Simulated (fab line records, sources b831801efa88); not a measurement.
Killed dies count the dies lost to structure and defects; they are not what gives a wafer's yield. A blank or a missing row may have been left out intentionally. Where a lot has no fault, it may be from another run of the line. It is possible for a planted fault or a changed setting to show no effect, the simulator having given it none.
Code-filled problem report in 8D (eight disciplines) form :: flow sky130 :: the parts of the form that need people (team, actions taken, sign-off) are left out

## 1. THE PROBLEM
At SKY_METAL1_STRIP_20, strip-time-to-endpoint-s averages 1.75 s over 2 wafers from 2 lots, while fault-free wafers read 2.70 s, standard deviation 0.056. Relative to the usual mean, that is a shift of -17 standard deviations.
The step: strips in O2/N2.
First seen on wafer L748.6, day 39 14:07, on plasma-asher-02. The record has a number at this step for 30 wafers belonging to 10 lots. Rule for "out", or "out of limits": more than 4 standard deviations from the usual mean. All remaining wafers that have a number are taken as sound.

## 2. WHAT IT IS; WHAT IT IS NOT
question: which readings at this step
is: strip-time-to-endpoint-s, oes-product-au
is not: drypump-motor-current-A

question: which lots
is: L748, L750
is not: L731, L732, L733, L734, L735, L742, L745, L752

question: which wafers of those lots
is: L748.6, L750.2
is not: L748.1, L748.4, L750.1, L750.3

question: read on which tools
is: plasma-asher-02
is not: plasma-asher-01, plasma-asher-04

question: when
is: from day 39 14:07
is not: up to then (23 sound wafers); but 5 sound wafers of L750, L752 came after

## 3. THE SUSPECTS, EACH WITH WHAT RULES IT OUT
Counting: if a tool at a process step up to the reading ran every lot that is out, it stays a suspect. Sound lots after the first of them don't rule it out here, since some wafers of a struck lot are sound.
- rie-metal-03 at SKY_METAL1_METAL_ETCH_19 (etches the open film in Cl2/BCl3, stops on SiO2, target depth 360 nm, time 78 s): kept. It processed each lot that is out (first: L748, day 39 14:02); up to then, its last sound lot is L735 (day 34 21:07).
- plasma-asher-02 at SKY_METAL1_STRIP_20 (strips in O2/N2): kept. It processed each lot that is out (first: L748, day 39 14:07); up to then, its last sound lot is L735 (day 34 21:12). On those wafers its own readings are out: oes-product-au, strip-time-to-endpoint-s.
The count leaves plasma-asher-02 at SKY_METAL1_STRIP_20 and rie-metal-03 at SKY_METAL1_METAL_ETCH_19.

## 4. THE CAUSE (what the simulator had put in)
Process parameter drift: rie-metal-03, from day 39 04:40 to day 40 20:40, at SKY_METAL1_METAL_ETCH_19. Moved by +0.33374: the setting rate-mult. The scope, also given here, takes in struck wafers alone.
This tool is one of the 2 suspects left after counting.

## 5. THE EFFECT CHAIN, in route order
Each row: a reading whose mean over the struck wafers that have a number lies more than 3 standard deviations from the usual. Only readings for which the record gives a usual standard deviation are gone through. hours: the time from each lot's start at the first step in this table that gives one to its start at this step, as a median over the lots. sigmas: the change in usual standard deviations.
hours: 0
step: SKY_METAL1_STRIP_20
reading: oes-product-au
usual: 0.343 a.u.
on struck wafers: 0.307
change: -0.036
sigmas: -6.7

hours: 0
step: SKY_METAL1_STRIP_20
reading: strip-time-to-endpoint-s
usual: 2.70 s
on struck wafers: 1.75
change: -0.96
sigmas: -17
It contains these process steps:
- SKY_METAL1_STRIP_20: strips in O2/N2.

## 6. HOW IT WOULD HAVE BEEN CAUGHT EARLIER
First out-of-limits reading in this record: day 39 14:07, which is 9 hours after fault onset at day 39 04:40.
An alarm limit of 4 standard deviations would not have fired on the tool readings at SKY_METAL1_METAL_ETCH_19 for which the record gives a usual standard deviation, since none of them was out on any struck wafer.
Lots out: 2; of these, L750 started SKY_METAL1_METAL_ETCH_19 on rie-metal-03 after day 39 14:07. Holding the tool at that time would have saved it.
